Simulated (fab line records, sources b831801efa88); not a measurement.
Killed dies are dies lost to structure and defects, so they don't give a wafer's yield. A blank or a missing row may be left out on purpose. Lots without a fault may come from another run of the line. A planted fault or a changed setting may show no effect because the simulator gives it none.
fab line records | flow sky130 | part 2 of 2: steps 41 to 42 of 42
record lots=6 wafers=18 last_day=49
route steps=708 shown GATE_OXIDE@192 POLY_GATE@204 RES_PROTECT@206 PAD_OPEN@708
lots that met no fault: from a run of the same line without faults
start_h: hours from the record's first day to the start of the lot's first wafer shown | wait_h: hours since the lot's step before | " the same as in the row above | L1.1+2: a row that stands for several wafers | - no value, or no start given | * or withheld: withheld | < > ~ a bound
route shown NAME@n: a module of which the file shows steps, and the number in the route of the first | usual: mean/standard deviation of fault-free wafers | same: alike in all rows | chamber/n: place in a boat | sites: the reading at each site | _std_site: their standard deviation | _edge_site: outer sites' mean less inner sites' | radius_mm: how far each site lies from the wafer's centre | mask NAME#n: copy n | behind: the tool/chamber that last shaped the wafer | hold: why the lot was held/for how many hours/how that ended | device: the transistor (n, p or np) that didn't switch | end of line: the same wafers' tests at the end of the route | a step without rows: its recipe alone | killed: dies lost to structure and defects at the first sort, not the wafer's yield | map: a wafer's dies, x killed, . not, _ none there
set.NAME: the setting as run; set.NAME@STEP: as run at that earlier step | model.NAME: the simulator's own value behind a step, which no gauge read
lots at some steps of the route; a table a step, a row a wafer
services: from which hour (start_h, from the record's first day; less than 0 if before it) a tool's chamber was out of use, for how many hours, and why
## steps
# step SKY_POLY_GATE_STRIP_18
# recipe chemistry=O2/N2 power_w=1400 pressure_mtorr=1500 platen_temp_c=withheld o2_flow_sccm=3000 n2_flow_sccm=300 overash_fraction=0.5
# usual drypump_motor_current_A=5.7/0.5 oes_product_au=0.360/0.0048 strip_time_to_endpoint_s=3.17/0.034
# columns lot.wafer tool chamber start_h wait_h drypump_motor_current_A oes_product_au rf_hours_counter_h strip_time_to_endpoint_s
L742.2 plasma_asher-02 1 372.84 0.0 6.2 0.364 56 3.20
L742.3 " 0 " " 6.3 0.361 - 3.13
L742.4 " 1 " " 6.2 0.357 - 3.12
L743.1 plasma_asher-01 0 379.09 0.0 5.5 0.363 70 3.22
L743.2 " 1 " " 6.3 0.357 70 3.18
L743.6 " 1 " " 6.3 0.363 - 3.21
L749.1 plasma_asher-04 1 436.49 0.0 5.4 0.366 32 3.19
L749.4 " 1 " " 5.4 0.366 - 3.15
L749.6 " 1 " " 5.4 0.361 - 3.12
L756.4 plasma_asher-02 1 502.37 0.1 6.2 0.365 - 3.13
L756.5 " 0 " " 6.3 0.361 - 3.14
L756.6 " 1 " " 6.1 0.355 - 3.17
L759.2 plasma_asher-01 0 525.86 0.0 5.5 0.356 81 3.16
L759.4 " 1 " " 6.2 0.354 - 3.14
L759.5 " 1 " " 6.2 0.359 - 3.13
L760.1 plasma_asher-01 1 533.16 0.0 6.3 0.367 82 3.15
L760.2 " 0 " " 5.5 0.354 82 3.16
L760.4 " 0 " " 5.4 0.362 - 3.21
# step SKY_PAD_OPEN_PROBE_99
# usual killed_at_M0_to_M3=44/7.4 killed_at_M4_up=3.2/1.8 killed_at_contacts=25/5.2 killed_at_front_end=15/4.5 killed_at_other=0.2/0.43 killed_dies=87/9.6 killed_open=48/7.6 killed_short=40/5.7
# same gross_dies=492 killed_at_back_side=0
# columns lot.wafer tool chamber start_h wait_h killed_at_M0_to_M3 killed_at_M4_up killed_at_contacts killed_at_front_end killed_at_other killed_dies killed_open killed_short
L742.2 prober-01 - 1077.28 0.1 40 6 15 21 0 82 46 36
L742.3 prober-01 - 1077.33 0.2 41 3 24 15 1 84 43 41
L742.4 prober-01 - 1077.38 0.2 55 6 21 11 0 93 59 34
L743.1 prober-02 - 1082.51 0.1 50 6 21 12 0 89 49 40
L743.2 prober-02 - 1082.56 0.1 40 0 25 14 0 79 42 37
L743.6 prober-02 - 1082.76 0.2 40 2 28 18 0 88 59 29
L749.1 prober-02 - 1118.74 0.1 52 0 27 16 0 95 52 43
L749.4 prober-02 - 1118.89 0.2 46 1 30 19 0 96 51 45
L749.6 prober-02 - 1118.99 0.2 44 2 25 15 0 86 51 35
L756.4 prober-01 - 1161.38 0.2 48 4 21 13 0 86 42 44
L756.5 prober-01 - 1161.43 0.2 49 3 26 20 0 98 52 46
L756.6 prober-01 - 1161.48 0.2 50 3 19 18 1 91 46 45
L759.2 prober-02 - 1173.78 0.1 62 5 37 16 1 121 77 44
L759.4 prober-02 - 1173.88 0.2 46 4 31 6 0 87 41 46
L759.5 prober-02 - 1173.93 0.2 47 3 25 18 0 93 54 39
L760.1 prober-01 - 1179.35 0.1 53 4 24 9 0 90 44 46
L760.2 prober-01 - 1179.40 0.1 62 5 37 12 0 116 64 52
L760.4 prober-01 - 1179.50 0.2 67 4 27 13 0 111 62 49
# killed by level:class
L742.2 VIA1:geometric_particle:open=9 VIA2:geometric_particle:open=8 LI_CONTACT:geometric_particle:open=6 METAL1:geometric_particle:short=6 POLY_GATE:geometric_particle:open=5 CONTACT:geometric_particle:open=4 POLY_GATE:geometric_particle:short=4 METAL2:geometric_particle:short=4
L742.3 CONTACT:geometric_particle:open=9 VIA2:geometric_particle:open=8 VIA1:geometric_particle:open=7 METAL2:geometric_particle:short=6 FIELD_ISO:geometric_particle:open=5 VIA3:geometric_particle:open=5 CONTACT:geometric_particle:short=5 FIELD_ISO:geometric_particle:short=4
L742.4 VIA1:geometric_particle:open=13 VIA3:geometric_particle:open=11 VIA2:geometric_particle:open=9 LI_CONTACT:geometric_particle:open=7 CONTACT:geometric_particle:open=7 VIA1:geometric_particle:short=6 POLY_GATE:geometric_particle:short=4 METAL3:geometric_particle:short=4
L743.1 VIA1:geometric_particle:open=10 CONTACT:geometric_particle:open=7 METAL2:geometric_particle:short=7 LI_CONTACT:geometric_particle:open=6 METAL1:geometric_particle:short=6 VIA2:geometric_particle:open=5 POLY_GATE:geometric_particle:open=4 LOCAL_INTERCONNECT:geometric_particle:short=4
L743.2 CONTACT:geometric_particle:open=10 LI_CONTACT:geometric_particle:open=7 VIA1:geometric_particle:short=7 FIELD_ISO:geometric_particle:short=6 VIA2:geometric_particle:open=6 METAL2:geometric_particle:short=5 VIA3:geometric_particle:open=5 CONTACT:geometric_particle:short=4
L743.6 VIA1:geometric_particle:open=13 CONTACT:geometric_particle:open=10 VIA3:geometric_particle:open=10 LI_CONTACT:geometric_particle:open=9 FIELD_ISO:geometric_particle:open=5 METAL1:geometric_particle:short=5 SPACER:geometric_particle:open=4 LOCAL_INTERCONNECT:geometric_particle:short=4
L749.1 VIA1:geometric_particle:open=20 METAL1:geometric_particle:short=9 LI_CONTACT:geometric_particle:open=8 METAL2:geometric_particle:short=7 LOCAL_INTERCONNECT:geometric_particle:short=6 FIELD_ISO:geometric_particle:short=5 CONTACT:geometric_particle:short=5 CONTACT:geometric_particle:open=5
L749.4 VIA1:geometric_particle:open=13 CONTACT:geometric_particle:open=9 LI_CONTACT:geometric_particle:open=8 METAL2:geometric_particle:short=8 FIELD_ISO:geometric_particle:open=6 POLY_GATE:geometric_particle:short=5 VIA2:geometric_particle:open=5 LOCAL_INTERCONNECT:geometric_particle:short=5
L749.6 CONTACT:geometric_particle:open=12 VIA1:geometric_particle:open=9 VIA2:geometric_particle:open=9 LI_CONTACT:geometric_particle:open=7 POLY_GATE:geometric_particle:open=6 METAL1:geometric_particle:short=6 METAL2:geometric_particle:short=5 VIA3:geometric_particle:short=5
L756.4 METAL2:geometric_particle:short=11 VIA1:geometric_particle:open=11 LOCAL_INTERCONNECT:geometric_particle:short=8 LI_CONTACT:geometric_particle:open=7 VIA2:geometric_particle:short=7 FIELD_ISO:geometric_particle:open=6 VIA2:geometric_particle:open=6 METAL1:geometric_particle:short=5
L756.5 CONTACT:geometric_particle:open=12 VIA1:geometric_particle:short=9 VIA3:geometric_particle:open=8 VIA1:geometric_particle:open=6 METAL1:geometric_particle:short=6 METAL2:geometric_particle:short=6 VIA2:geometric_particle:open=6 POLY_GATE:geometric_particle:short=5
L756.6 VIA2:geometric_particle:open=11 VIA3:geometric_particle:open=8 LI_CONTACT:geometric_particle:open=7 FIELD_ISO:geometric_particle:short=6 METAL1:geometric_particle:short=6 CONTACT:geometric_particle:open=5 METAL2:geometric_particle:short=5 FIELD_ISO:geometric_particle:open=4
L759.2 CONTACT:geometric_particle:open=20 VIA1:geometric_particle:open=20 VIA2:geometric_particle:open=14 POLY_GATE:geometric_particle:open=7 LI_CONTACT:geometric_particle:open=7 VIA1:geometric_particle:short=7 METAL2:geometric_particle:short=6 LOCAL_INTERCONNECT:geometric_particle:short=5
L759.4 VIA1:geometric_particle:open=12 CONTACT:geometric_particle:short=9 CONTACT:geometric_particle:open=8 LI_CONTACT:geometric_particle:open=7 VIA3:geometric_particle:open=6 VIA3:geometric_particle:short=5 VIA1:geometric_particle:short=5 METAL2:geometric_particle:short=5
L759.5 VIA1:geometric_particle:open=12 LI_CONTACT:geometric_particle:open=8 CONTACT:geometric_particle:open=8 METAL2:geometric_particle:short=7 VIA2:geometric_particle:open=6 VIA3:geometric_particle:open=6 POLY_GATE:geometric_particle:short=5 METAL1:geometric_particle:short=5
L760.1 CONTACT:geometric_particle:open=11 METAL1:geometric_particle:short=10 VIA1:geometric_particle:open=8 VIA3:geometric_particle:open=7 LOCAL_INTERCONNECT:geometric_particle:short=5 METAL2:geometric_particle:short=5 VIA2:geometric_particle:short=5 LI_CONTACT:geometric_particle:open=4
L760.2 VIA1:geometric_particle:open=13 VIA2:geometric_particle:open=11 VIA1:geometric_particle:short=10 VIA3:geometric_particle:open=9 LOCAL_INTERCONNECT:geometric_particle:short=8 CONTACT:geometric_particle:open=8 LI_CONTACT:geometric_particle:open=7 LOCAL_INTERCONNECT:geometric_particle:open=5
L760.4 VIA1:geometric_particle:open=17 CONTACT:geometric_particle:open=10 VIA3:geometric_particle:short=10 METAL2:geometric_particle:short=9 LI_CONTACT:geometric_particle:open=8 VIA2:geometric_particle:open=8 VIA3:geometric_particle:open=7 LOCAL_INTERCONNECT:geometric_particle:short=6
## services
# columns tool chamber start_h hours kind
rie_si-02 0 287.43 6.0 repair
rie_diel-03 0 307.74 9.4 repair
rie_si-01 2 311.01 2.6 repair
plasma_asher-03 - 314.18 2.8 pm
rie_diel-03 1 331.49 4.2 repair
rie_diel-02 0 332.10 1.6 repair
rie_diel-03 - 335.12 0.3 repair
rie_si-02 2 335.94 9.5 repair
rie_diel-02 3 343.39 12.2 repair
rie_si-01 1 377.97 8.9 repair
plasma_asher-02 - 378.95 1.7 repair
rie_diel-02 1 384.22 17.6 repair
plasma_asher-03 - 386.08 3.9 repair
plasma_asher-01 - 414.34 14.6 pm
lpcvd-01 - 419.54 2.5 repair
plasma_asher-03 - 421.25 9.0 pm
rie_si-02 1 423.92 6.7 repair
plasma_asher-02 - 439.47 21.2 repair
plasma_asher-01 - 453.33 28.1 pm
rie_si-02 - 471.14 0.2 repair
rie_diel-03 - 491.76 2.8 pm
lpcvd-01 - 501.71 0.3 repair
rie_diel-03 1 514.22 47.6 repair
rie_diel-03 2 523.45 2.3 repair
